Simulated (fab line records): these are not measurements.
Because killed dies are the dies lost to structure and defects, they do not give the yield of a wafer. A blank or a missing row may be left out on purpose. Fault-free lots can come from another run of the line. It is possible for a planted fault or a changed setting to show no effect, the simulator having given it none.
fab line records	flow gf180mcu
record lots=14	wafers=42	lastDay=34
route steps=602 shown HV_LDD@207 NSD@241 SAB@274
lots that met no fault: taken from a fault-free run of the same line
startH: hours from the record's first day to the start of the lot's first wafer shown	waitH: hours since the lot's step before	" unchanged from the row above	L1.1+2: several wafers, shown together as one row	- value missing, or start not given	* or withheld: withheld	< > ~ a bound
route shown NAME@n: NAME is a module with steps in the file, n the number in the route of the first one	usual: mean/standard deviation of fault-free wafers	same: alike in all rows	chamber/n: place in a boat	sites: the reading at each site	_std_site: the standard deviation of these	_edge_site: the outer-site mean with the inner-site mean subtracted	radiusMm: for every site, how far away it sits from the centre of the wafer	mask NAME#n: copy n	behind: the last tool/chamber to shape the wafer	hold: why the lot was held/for how many hours/how that ended	device: whichever transistor did not switch (one of n, p or np)	end of line: the same wafers' tests at the end of the route	a step without rows: its recipe alone	killed: not the wafer's yield, but the dies lost to structure and defects at the first sort	map: a wafer's dies, x killed, . not, _ none there
set.NAME: the setting as run; set.NAME@STEP: as run at that earlier step	model.NAME: the simulator's own value behind a step, which no gauge read
one table for each step of the route and one row for each wafer, over a sample of lots
services: from which hour (startH, from the record's first day; less than 0 if before it) a tool's chamber was out of use, for how many hours, and why
## steps
# step GF_HV_LDD_CD_MEAS_31
# recipe targetCdNm=400
# usual cdNm=399.8/2.3
lot.wafer	tool	chamber	startH	waitH	cdNm
L912.2	cdSem-02	-	272.41	0.1	400.3
L912.4	"	-	"	"	401.6
L912.5	"	-	"	"	397.1
L913.2	cdSem-02	-	276.46	0.1	401.4
L913.3	"	-	"	"	399.0
L913.6	"	-	"	"	401.8
L914.3	cdSem-01	-	288.73	0.1	400.9
L914.4	"	-	"	"	398.3
L914.6	"	-	"	"	402.9
L915.2	cdSem-02	-	291.76	0.1	397.2
L915.3	"	-	"	"	401.0
L915.5	"	-	"	"	400.4
L917.2	cdSem-02	-	303.61	0.1	395.6
L917.3	"	-	"	"	398.0
L917.4	"	-	"	"	397.3
L918.1	cdSem-01	-	314.42	0.1	397.4
L918.2	"	-	"	"	397.8
L918.6	"	-	"	"	397.9
L922.1	cdSem-01	-	347.24	0.1	401.3
L922.4	"	-	"	"	399.4
L922.6	"	-	"	"	402.3
L923.1	cdSem-02	-	357.33	0.1	399.2
L923.4	"	-	"	"	401.0
L923.5	"	-	"	"	401.2
L925.1	cdSem-01	-	370.99	0.1	398.2
L925.3	"	-	"	"	396.5
L925.4	"	-	"	"	396.6
L927.2	cdSem-01	-	385.76	0.1	396.9
L927.3	"	-	"	"	400.3
L927.5	"	-	"	"	400.1
L928.1	cdSem-01	-	396.82	0.1	400.1
L928.4	"	-	"	"	401.8
L928.5	"	-	"	"	399.5
L929.1	cdSem-01	-	401.29	0.1	404.0
L929.3	"	-	"	"	402.5
L929.5	"	-	"	"	405.0
L932.1	cdSem-02	-	422.18	0.1	397.8
L932.3	"	-	"	"	399.8
L932.6	"	-	"	"	402.9
L933.1	cdSem-01	-	434.47	0.1	399.0
L933.2	"	-	"	"	398.0
L933.4	"	-	"	"	399.4
# step GF_HV_LDD_THK_MEAS_57
# recipe reads=Si3N4_of_HV_LDD_CVD_56
# usual HV_LDD_CVD_56_THK=89.8/1
lot.wafer	tool	chamber	startH	waitH	HV_LDD_CVD_56_THK[nm]
L912.2	filmMetro-04	-	295.90	0.0	88.7
L912.4	"	-	"	"	89.2
L912.5	"	-	"	"	88.8
L913.2	filmMetro-01	-	299.90	0.1	90.1
L913.3	"	-	"	"	89.7
L913.6	"	-	"	"	90.7
L914.3	filmMetro-03	-	312.32	0.0	88.9
L914.4	"	-	"	"	89.3
L914.6	"	-	"	"	88.3
L915.2	filmMetro-01	-	318.22	0.0	91.9
L915.3	"	-	"	"	91.9
L915.5	"	-	"	"	91.8
L917.2	filmMetro-04	-	329.16	0.0	89.0
L917.3	"	-	"	"	89.4
L917.4	"	-	"	"	89.5
L918.1	filmMetro-03	-	339.11	0.0	91.0
L918.2	"	-	"	"	90.4
L918.6	"	-	"	"	91.0
L922.1	filmMetro-04	-	373.30	0.0	89.7
L922.4	"	-	"	"	89.9
L922.6	"	-	"	"	90.6
L923.1	filmMetro-04	-	383.10	0.0	88.6
L923.4	"	-	"	"	88.7
L923.5	"	-	"	"	89.2
L925.1	filmMetro-03	-	398.36	0.0	90.6
L925.3	"	-	"	"	90.0
L925.4	"	-	"	"	90.1
L927.2	filmMetro-04	-	413.68	0.0	90.3
L927.3	"	-	"	"	89.1
L927.5	"	-	"	"	89.6
L928.1	filmMetro-04	-	424.99	0.0	91.7
L928.4	"	-	"	"	92.3
L928.5	"	-	"	"	92.0
L929.1	filmMetro-03	-	429.09	0.0	88.7
L929.3	"	-	"	"	88.9
L929.5	"	-	"	"	89.4
L932.1	filmMetro-01	-	450.20	0.0	88.2
L932.3	"	-	"	"	89.4
L932.6	"	-	"	"	89.7
L933.1	filmMetro-04	-	462.05	0.0	92.1
L933.2	"	-	"	"	91.7
L933.4	"	-	"	"	91.5
# step GF_NSD_DEVELOP_06
# recipe developTimeS=60	devTempC=23
# usual exhaustPa=45.0/0.84
lot.wafer	tool	chamber	startH	waitH	exhaustPa
L912.2	lithoTrack-01	0	315.95	0.1	43.9
L912.4	"	0	"	"	43.6
L912.5	"	0	"	"	44.1
L913.2	lithoTrack-02	0	320.66	0.1	43.9
L913.3	"	0	"	"	43.4
L913.6	"	0	"	"	42.3
L914.3	lithoTrack-02	0	333.03	0.1	42.2
L914.4	"	0	"	"	44.8
L914.6	"	0	"	"	43.7
L915.2	lithoTrack-02	0	338.51	0.1	45.7
L915.3	"	0	"	"	44.3
L915.5	"	0	"	"	46.5
L917.2	lithoTrack-03	0	350.80	0.1	45.6
L917.3	"	0	"	"	45.4
L917.4	"	0	"	"	45.4
L918.1	lithoTrack-02	0	361.83	0.1	44.9
L918.2	"	0	"	"	45.6
L918.6	"	0	"	"	45.4
L922.1	lithoTrack-03	0	396.48	0.1	44.9
L922.4	"	0	"	"	44.9
L922.6	"	0	"	"	44.6
L923.1	lithoTrack-02	0	405.78	0.1	44.8
L923.4	"	0	"	"	45.4
L923.5	"	0	"	"	44.7
L925.1	lithoTrack-03	0	421.58	0.1	44.3
L925.3	"	0	"	"	44.9
L925.4	"	0	"	"	44.8
L927.2	lithoTrack-02	0	438.06	0.1	46.1
L927.3	"	0	"	"	45.7
L927.5	"	0	"	"	45.8
L928.1	lithoTrack-02	0	449.48	0.1	43.9
L928.4	"	0	"	"	44.9
L928.5	"	0	"	"	45.1
L929.1	lithoTrack-02	0	452.88	0.1	45.0
L929.3	"	0	"	"	45.6
L929.5	"	0	"	"	46.3
L932.1	lithoTrack-01	0	474.47	0.1	45.6
L932.3	"	0	"	"	45.1
L932.6	"	0	"	"	44.9
L933.1	lithoTrack-01	0	486.07	0.1	44.9
L933.2	"	0	"	"	45.3
L933.4	"	0	"	"	44.5
# step GF_NSD_CD_MEAS_07
# recipe targetCdNm=400
# usual cdNm=400.3/2.3
lot.wafer	tool	chamber	startH	waitH	cdNm
L912.2	cdSem-01	-	316.09	0.1	398.2
L912.4	"	-	"	"	398.0
L912.5	"	-	"	"	401.2
L913.2	cdSem-02	-	320.80	0.1	401.5
L913.3	"	-	"	"	400.4
L913.6	"	-	"	"	401.3
L914.3	cdSem-02	-	333.17	0.1	398.9
L914.4	"	-	"	"	398.5
L914.6	"	-	"	"	398.9
L915.2	cdSem-01	-	338.65	0.1	401.7
L915.3	"	-	"	"	399.6
L915.5	"	-	"	"	399.2
L917.2	cdSem-02	-	351.08	0.3	402.5
L917.3	"	-	"	"	402.1
L917.4	"	-	"	"	401.3
L918.1	cdSem-02	-	361.98	0.1	399.1
L918.2	"	-	"	"	399.0
L918.6	"	-	"	"	401.2
L922.1	cdSem-02	-	396.63	0.1	408.1
L922.4	"	-	"	"	408.5
L922.6	"	-	"	"	407.3
L923.1	cdSem-01	-	405.93	0.1	396.7
L923.4	"	-	"	"	397.8
L923.5	"	-	"	"	399.6
L925.1	cdSem-01	-	421.73	0.1	411.5
L925.3	"	-	"	"	412.4
L925.4	"	-	"	"	408.6
L927.2	cdSem-01	-	438.20	0.1	402.6
L927.3	"	-	"	"	400.2
L927.5	"	-	"	"	398.0
L928.1	cdSem-02	-	449.63	0.1	401.5
L928.4	"	-	"	"	403.0
L928.5	"	-	"	"	403.0
L929.1	cdSem-01	-	453.03	0.1	401.9
L929.3	"	-	"	"	401.6
L929.5	"	-	"	"	400.7
L932.1	cdSem-02	-	474.62	0.1	401.9
L932.3	"	-	"	"	401.3
L932.6	"	-	"	"	402.4
L933.1	cdSem-01	-	486.22	0.1	397.8
L933.2	"	-	"	"	400.5
L933.4	"	-	"	"	396.6
# step GF_SAB_OVL_MEAS_10
# usual SAB_OVL=-0.4/1.1
lot.wafer	tool	chamber	startH	waitH	SAB_OVL[nm]
L912.2	overlay-02	-	359.67	0.1	1.1
L912.4	"	-	"	"	-1.4
L912.5	"	-	"	"	0.0
L913.2	overlay-02	-	364.65	0.1	0.2
L913.3	"	-	"	"	-0.2
L913.6	"	-	"	"	-0.3
L914.3	overlay-02	-	377.47	0.1	0.0
L914.4	"	-	"	"	-1.5
L914.6	"	-	"	"	1.1
L915.2	overlay-02	-	385.60	0.1	0.5
L915.3	"	-	"	"	0.0
L915.5	"	-	"	"	0.2
L917.2	overlay-01	-	397.25	0.1	-0.3
L917.3	"	-	"	"	-2.2
L917.4	"	-	"	"	0.7
L918.1	overlay-01	-	408.95	0.1	-1.6
L918.2	"	-	"	"	0.4
L918.6	"	-	"	"	-1.7
L922.1	overlay-02	-	445.54	0.1	-0.3
L922.4	"	-	"	"	-0.4
L922.6	"	-	"	"	-1.5
L923.1	overlay-01	-	456.24	0.1	0.3
L923.4	"	-	"	"	-1.3
L923.5	"	-	"	"	-0.7
L925.1	overlay-02	-	470.71	0.1	0.1
L925.3	"	-	"	"	1.1
L925.4	"	-	"	"	-0.4
L927.2	overlay-01	-	488.45	0.1	-0.6
L927.3	"	-	"	"	-1.4
L927.5	"	-	"	"	-1.7
L928.1	overlay-01	-	499.44	0.1	0.1
L928.4	"	-	"	"	-0.2
L928.5	"	-	"	"	0.4
L929.1	overlay-01	-	502.15	0.1	-2.5
L929.3	"	-	"	"	0.3
L929.5	"	-	"	"	0.6
L932.1	overlay-01	-	523.19	0.1	-0.9
L932.3	"	-	"	"	-1.7
L932.6	"	-	"	"	-2.0
L933.1	overlay-02	-	534.40	0.1	-0.6
L933.2	"	-	"	"	0.6
L933.4	"	-	"	"	0.4
## services
tool	chamber	startH	hours	kind
lithoTrack-02	-	332.23	-	consumableReplace:filter
## key
firstSign step=GF_NSD_CD_MEAS_07	reading=cdNm	direction=up	sigmas=4	usual=400.3	struck=409.4	through=controlLoop
effect none on later readings
metAt GF_NSD_DEVELOP_06
struckLots L922,L925
testerLeftOut L922,L925
loopTrim step=GF_NSD_EXPOSE_04	setting=dose	lots=L925
notActingAt GF_HV_LDD_CD_MEAS_31,GF_HV_LDD_THK_MEAS_57,GF_SAB_OVL_MEAS_10
onsetBetween 350.80 396.48
fault kind=processParameterDrift	tool=lithoTrack-03	chamber=-	onsetH=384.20	steps=GF_NSD_DEVELOP_06	channel=developTimeS	offset=*	shape=step	endH=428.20	actsIn=*	stated=*
# testerLeftOut: of these lots the tester's yield and bins aren't shown, on N5 and GAA mostly nor the transistor test; their killed dies are dies lost to structure and defects alone, not to doping, threshold or leakage, so they don't give the yield
# loopTrim: a control loop set the setting to another value than it would have without faults
